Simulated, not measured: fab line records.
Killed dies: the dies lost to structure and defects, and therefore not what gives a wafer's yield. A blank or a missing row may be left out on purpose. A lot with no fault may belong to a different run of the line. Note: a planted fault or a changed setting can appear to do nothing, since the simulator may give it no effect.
Problem report, 8D (eight disciplines) form, completed by code ; flow sfq line ; the parts of the form that need people (team, actions taken, sign-off) are left out

## 1. WHAT IS WRONG
Mean of thk nm at SFQ_TRILAYER_I4_METRO_MEASURE_101: 179.8 nm across 6 wafers in 2 lots; on wafers with no fault it is 200.1 nm (standard deviation 1.5). That is -14 standard deviations from the usual mean.
Seen first at day 40 21:20 on film metro-03, wafer L371.1. At this step, 42 wafers from 14 lots have a number in the record. By rule, "out" or "out of limits" means more than 4 standard deviations away from the usual mean. All remaining wafers that have a number are taken as sound.

## 2. WHAT IT IS; WHAT IT IS NOT
question;is;is not
which readings at this step;thk nm;-
which lots;L371, L374;L361, L362, L363, L364, L366, L367, L370, L373, L378, L382, L383, L384
which wafers of those lots;all that have a number;-
read on which tools;film metro-02, film metro-03;film metro-01
when;from day 40 21:20;"up to then (21 sound wafers); but 15 sound wafers of L373, L378, L382, L383, L384 came after"

## 3. SUSPECTS, AND WHAT RULES EACH OUT
Counting: a tool stays on the suspect list if, at a process step up to the reading, it processed all lots that are out and no sound lot following the first of them.
- cmp-02 at SFQ_TRILAYER_I4_CMP_CMP_100 (polishes SiO2): ruled out as a lasting fault. After its first lot that is out, L371 (day 40 18:13), sound lots L382 ran on it.
Left after counting: nothing in the record.

## 4. THE CAUSE (what the simulator had put in)
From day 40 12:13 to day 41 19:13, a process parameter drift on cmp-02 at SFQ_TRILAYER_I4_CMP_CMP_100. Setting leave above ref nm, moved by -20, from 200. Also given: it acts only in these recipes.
The count ruled it out by mistake, since the rule takes a fault to strike every lot its tool runs from the start of the fault on, and this one did not do so.

## 5. THE CHAIN OF EFFECTS, in route order
Each row: a reading where the mean over the struck wafers with a number is more than 3 standard deviations away from the usual. Scope: only readings with a usual standard deviation given in the record; hours: median across lots of the time from each lot's start at the first step in this table that gives one to its start at this step; sigmas: change in usual standard deviations.
hours;step;reading;usual;on struck wafers;change;sigmas
0;SFQ_TRILAYER_I4_METRO_MEASURE_101;thk nm;200.1 nm;179.8;-20.3;-14
94;SFQ_TRILAYER_I4_VIA_ETCH_VIA_ETCH_106;oes product au;0.854 a.u.;0.808;-0.046;-8.6
It contains these process steps:
- SFQ_TRILAYER_I4_METRO_MEASURE_101
- SFQ_TRILAYER_I4_VIA_ETCH_VIA_ETCH_106: etches SiO2 in CHF3, stops on Nb, target depth 260 nm.

## 6. HOW IT WOULD HAVE BEEN CAUGHT EARLIER
In this record the first reading out of limits was taken at day 40 21:20, 9 hours after the fault began at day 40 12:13.
No tool reading at SFQ_TRILAYER_I4_CMP_CMP_100 that has a usual standard deviation in the record was out on any struck wafer, so an alarm limit of 4 standard deviations on those readings would not have fired.
